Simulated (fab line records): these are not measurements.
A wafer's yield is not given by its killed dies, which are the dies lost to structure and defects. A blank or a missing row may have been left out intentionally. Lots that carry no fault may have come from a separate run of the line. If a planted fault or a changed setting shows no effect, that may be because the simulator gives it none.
Struck lot and sound lot, side by side -- flow sky130 -- 15 out of 708 route steps
Sound: wafers L544.2, L544.3, L544.5. Wafers struck: L561.2, L561.3, L561.6. Last of all comes the cause.
Per side, at each step with rows, come the tool, then ch with its chambers, and then its first start. Under that, the readings that differ: sound wafers -- struck wafers -- difference of the means -- sigmas: that difference in standard deviations of wafers without a fault.
alike: a reading whose means differ by less than 2 such deviations, as well as words and numbers matching on both sides. not compared: withheld readings; readings where some wafer has no value; bounds like >300 that might hide an equal value; numbers whose values overlap and for which the record gives no deviation.
The two part at a step that has a row with sigmas, a row that says differs or no value, or rows on one side only. Non-overlapping numbers with no deviation appear without sigmas and do not part them. Lack of a reading on every wafer of one side parts them only where that side has two or more wafers.

first, 5 steps without rows for these wafers: SKY_LI_CONTACT_COAT_07 (resist thk 450 nm); SKY_LI_CONTACT_SOFTBAKE_08 (time 90 s); SKY_LI_CONTACT_EXPOSE_09 (exposes mask LICM1, target cd 170 nm); SKY_LI_CONTACT_PEB_10; SKY_LI_CONTACT_DEVELOP_11 (develop time 60 s).
SKY_LI_CONTACT_CD_MEAS_12: target cd 170 nm.
  struck on cd-sem-02, day 35 11:41; sound on cd-sem-01, day 30 01:58
  alike: cd-nm
SKY_LI_CONTACT_OVL_MEAS_13:
  struck on overlay-02, day 35 11:47; sound on overlay-01, day 30 02:04
  alike: LI_CONTACT_OVL
SKY_LI_CONTACT_ETCH_14: etches BARC in N2/H2, stops on SiO2, time 45.9 s, target depth 60 nm.
  sound on rie-diel-04 ch 0,3, day 30 02:05; struck on rie-diel-04 ch 0,2, day 35 11:49
  alike: drypump-motor-current-A, oes-product-au, throttle-valve-pct
  not compared: rf-hours-counter-h
SKY_LI_CONTACT_ETCH_15: etches PSG in C4F8/O2/Ar, stops on Si, target depth 600 nm.
  sound on rie-diel-04 ch 0,3, day 30 02:08; struck on rie-diel-04 ch 0,2, day 35 11:52
  alike: oes-product-au
SKY_LI_CONTACT_STRIP_16: strips in O2/N2.
  sound on plasma-asher-04 ch 0,1, day 30 02:13; struck on plasma-asher-02 ch 0,1, day 35 11:56
  alike: drypump-motor-current-A, oes-product-au, strip-time-to-endpoint-s
  not compared: rf-hours-counter-h
then, 2 steps without rows for these wafers: SKY_LI_CONTACT_CLEAN_17 (cleans in NMP, time 600 s); SKY_LI_CONTACT_PRE_CLEAN_18 (time 5.6 s).
SKY_LI_CONTACT_SPUTTER_19: material Ti, target thk 20 nm, time 106.37 s.
  struck on pvd-sputter-04, day 35 12:15; sound on pvd-sputter-04, day 30 02:31
  no value came back on the struck wafers for cathode-dc-power-W (W), chamber-pressure-pa (Pa), substrate-temp-c (C), throttle-valve-pct (%); on the sound wafers cathode-dc-power-W (W) reads 2500.3 2500.9 2499.9
SKY_LI_CONTACT_SPUTTER_20: material TiN, target thk 20 nm, time 80 s.
  struck on pvd-sputter-04, day 35 12:20; sound on pvd-sputter-04, day 30 02:35
  alike: cathode-dc-power-W, chamber-pressure-pa, throttle-valve-pct
SKY_PAD_OPEN_PROBE_99:
  rows exist in the record for the sound wafers here (prober-02, day 46 13:43), none for the struck ones

## WHERE THEY PART
Earliest at SKY_LI_CONTACT_SPUTTER_19; latest, in this record, at SKY_PAD_OPEN_PROBE_99.

WHY: what had been put in by the simulator
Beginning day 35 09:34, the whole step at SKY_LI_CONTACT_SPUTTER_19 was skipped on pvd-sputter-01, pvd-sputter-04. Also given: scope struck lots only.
